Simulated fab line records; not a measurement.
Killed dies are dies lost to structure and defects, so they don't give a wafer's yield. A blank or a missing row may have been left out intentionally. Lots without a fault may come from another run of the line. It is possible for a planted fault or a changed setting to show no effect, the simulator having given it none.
A lot that was struck, set against a sound lot ; flow sky130 ; 14 out of 708 route steps
Sound: wafers L629.2, L629.3, L629.5. Struck: wafers L642.1, L642.2, L642.4. The cause is named last.
Order at every step that has rows: each side's tool, ch and its chambers, its first start. Under that, the readings that differ: sound wafers ; struck wafers ; difference of the means ; sigmas: that difference in standard deviations of wafers without a fault.
alike: words and numbers the same on both sides, and readings whose means are apart by under 2 such deviations; not compared: readings that were withheld, readings missing a value for some wafer, numbers with overlapping values and no deviation given by the record, and bounds like >300 which may hide the same value.
The two part at a step that has a row with sigmas, a row that says differs or no value, or rows on one side only. Numbers that don't overlap but have no deviation are shown without sigmas and don't part them. A reading that every wafer of one side lacks parts them only if that side has two wafers or more.

first, 1 step without rows for these wafers: SKY_CAPM_DEVELOP_11 (develop time 60 s).
SKY_CAPM_OVL_MEAS_12:
  sound on overlay-02 at day 37 18:42; struck on overlay-01 at day 42 02:01
reading;sound;struck;difference;sigmas
CAPM_OVL (nm);-1.4 -1.3 -1.8;2.9 2.3 0.5;+3.4;+2
SKY_CAPM_METAL_ETCH_13: etches TiN in Cl2/BCl3, stops on SiO2, target depth 220 nm, time 62.9 s.
  sound on rie metal-04 ch 0,1, day 37 18:44; struck on rie metal-03 ch 0,1, day 42 02:03
reading;sound;struck;difference;sigmas
drypump motor current A (A);5.68 6.08 6.07;5.39 5.14 5.13;-0.72;-2
  alike: oes product au, throttle valve pct
  not compared: rf hours counter h
SKY_CAPM_STRIP_14: strips in O2/N2.
  sound on plasma asher-01 ch 0,1, day 37 18:49; struck on plasma asher-02 ch 0,1, day 42 02:08
  alike: drypump motor current A, oes product au, strip time to endpoint s
  not compared: rf hours counter h
then, 8 steps without rows for these wafers: SKY_CAPM_STRIP_15 (strips in post etch residue remover, time 1200 s); SKY_CAPM_CLEAN_16 (cleans in IPA, time 180 s); SKY_CAPM_CLEAN_17 (cleans in O3/DIW); SKY_METAL3_DEHYDRATE_05 (time 60 s); SKY_METAL3_HMDS_06 (prime time 60 s); SKY_METAL3_COAT_07 (resist thk 60 nm); SKY_METAL3_COAT_08 (resist thk 1140 nm); SKY_METAL3_SOFTBAKE_09 (time 90 s).
SKY_METAL3_EXPOSE_10: exposes mask MM3, target cd 300 nm.
  sound on krf scanner-01 ch 0, day 38 08:13; struck on krf scanner-01 ch 0, day 42 13:13
reading;sound;struck;difference;sigmas
model.METAL3.overlay x nm (nm);0.7248 0.7248 0.7248;10.12 10.12 10.12;+9.40;
  alike: mask
following that, these wafers have no rows for 1 step: SKY_METAL3_PEB_11.

WHERE THEY PART
Earliest at SKY_CAPM_OVL_MEAS_12; latest, in this record, at SKY_CAPM_METAL_ETCH_13. Later steps at which nothing parts them and some readings are alike: SKY_CAPM_STRIP_14, SKY_METAL3_EXPOSE_10.

WHY: what had been put in by the simulator
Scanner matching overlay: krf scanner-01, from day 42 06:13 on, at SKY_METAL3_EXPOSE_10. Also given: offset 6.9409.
